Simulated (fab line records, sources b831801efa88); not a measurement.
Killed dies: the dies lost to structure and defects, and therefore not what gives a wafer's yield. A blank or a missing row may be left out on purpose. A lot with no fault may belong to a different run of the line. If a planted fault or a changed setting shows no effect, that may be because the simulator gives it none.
Problem report, 8D (eight disciplines) form, completed by code | flow gf180mcu | the parts of the form that need people (team, actions taken, sign-off) are left out

== 1. WHAT WENT WRONG ==
MIM_ALCU_RS at GF_MIM_RS_MEAS_10 reads a mean of 0.1683 ohm/sq on 4 wafers of 3 lots; wafers without a fault read 0.1541 ohm/sq with a standard deviation of 0.0017. Measured from the usual mean, that is +8.4 standard deviations.
The step: measures by four-point-probe.
Earliest sighting: wafer L274.3 on filmMetro-02 at day 27 14:22. At this step, 21 wafers from 7 lots have a number in the record. By rule, "out" or "out of limits" means more than 4 standard deviations away from the usual mean. The rest of the wafers with a number are treated as sound.

== 2. WHAT IT IS, AND WHAT IT ISN'T ==
question                    | is                             | is not
which readings at this step | MIM_ALCU_RS                    | -
which lots                  | L274, L275, L277               | L266, L270, L285, L288
which wafers of those lots  | L274.3, L274.5, L275.1, L277.2 | L274.1, L275.3, L275.5, L277.1, L277.6
read on which gauges        | filmMetro-01, filmMetro-02     | filmMetro-03
when                        | from day 27 14:22              | up to then (7 sound wafers); but 10 sound wafers of L275, L277, L285, L288 came after

== 3. WHAT RULES OUT EACH SUSPECT ==
Counting: if a tool at a process step up to the reading ran every lot that is out, it stays a suspect. Sound lots after the first of them don't rule it out here, since some wafers of a struck lot are sound.
- the gauge at GF_MIM_RS_MEAS_10 has been ruled out. Those wafers that are out were read across 2 gauges (filmMetro-01, filmMetro-02).
- pvdSputter-03 at GF_MIM_SPUTTER_08 (material AlCu, target thk 200 nm, time 11.03 s): kept. It processed each lot that is out (first: L274, day 27 14:18); up to then, its last sound lot is L266 (day 24 12:40).
- pvdSputter-03 at GF_MIM_SPUTTER_09 (material TiN, target thk 35 nm, time 29.2 s): kept. It processed each lot that is out (first: L274, day 27 14:20); up to then, its last sound lot is L266 (day 24 12:42).
Remaining after the count are pvdSputter-03 at GF_MIM_SPUTTER_08 and pvdSputter-03 at GF_MIM_SPUTTER_09.

== 4. THE CAUSE (what the simulator had put in) ==
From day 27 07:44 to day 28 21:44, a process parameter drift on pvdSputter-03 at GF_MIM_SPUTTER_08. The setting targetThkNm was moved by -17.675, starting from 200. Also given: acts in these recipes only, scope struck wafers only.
This tool is one of the 2 suspects left after counting.

== 5. THE CHAIN OF EFFECTS, in route order ==
Rows list readings where the struck wafers' mean (over those with a number) sits beyond 3 standard deviations from the usual. Readings are gone through only where the record gives a usual standard deviation; hours: the median, over the lots, of the time from a lot's start at the first step in this table giving one to that lot's start at this step; sigmas: the change measured in usual standard deviations.
hours | step                 | reading          | usual         | on struck wafers | change  | sigmas
0     | GF_MIM_RS_MEAS_10    | MIM_ALCU_RS      | 0.1541 ohm/sq | 0.1683           | +0.0143 | +8.4
0     | GF_MIM_THK_MEAS_11   | MIM_ALCU_THK     | 207.6 nm      | 191.8            | -15.8   | -6.3
19    | GF_MIM_METAL_ETCH_19 | oesProductAu     | 0.957 a.u.    | 0.925            | -0.032  | -4.7
19    | GF_MIM_METAL_ETCH_19 | throttleValvePct | 28.266 %      | 28.299           | +0.033  | +3.0
Process steps it contains:
- GF_MIM_METAL_ETCH_19: etches the open film in Cl2/BCl3, stops on Si3N4, target depth 324.5 nm, time 54.1 s.

== 6. WHAT WOULD HAVE CAUGHT IT SOONER ==
In this record the first reading out of limits at a measuring or inspecting step was taken at day 27 14:22, 7 hours after the fault began at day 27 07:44.
Of the tool readings at GF_MIM_SPUTTER_08 for which the record gives a usual standard deviation, none was out on any struck wafer, so an alarm limit of 4 standard deviations on them would not have fired.
Lots out: 3; of these, L275, L277 started GF_MIM_SPUTTER_08 on pvdSputter-03 after day 27 14:22. A hold on the tool at that time would have spared those 2.
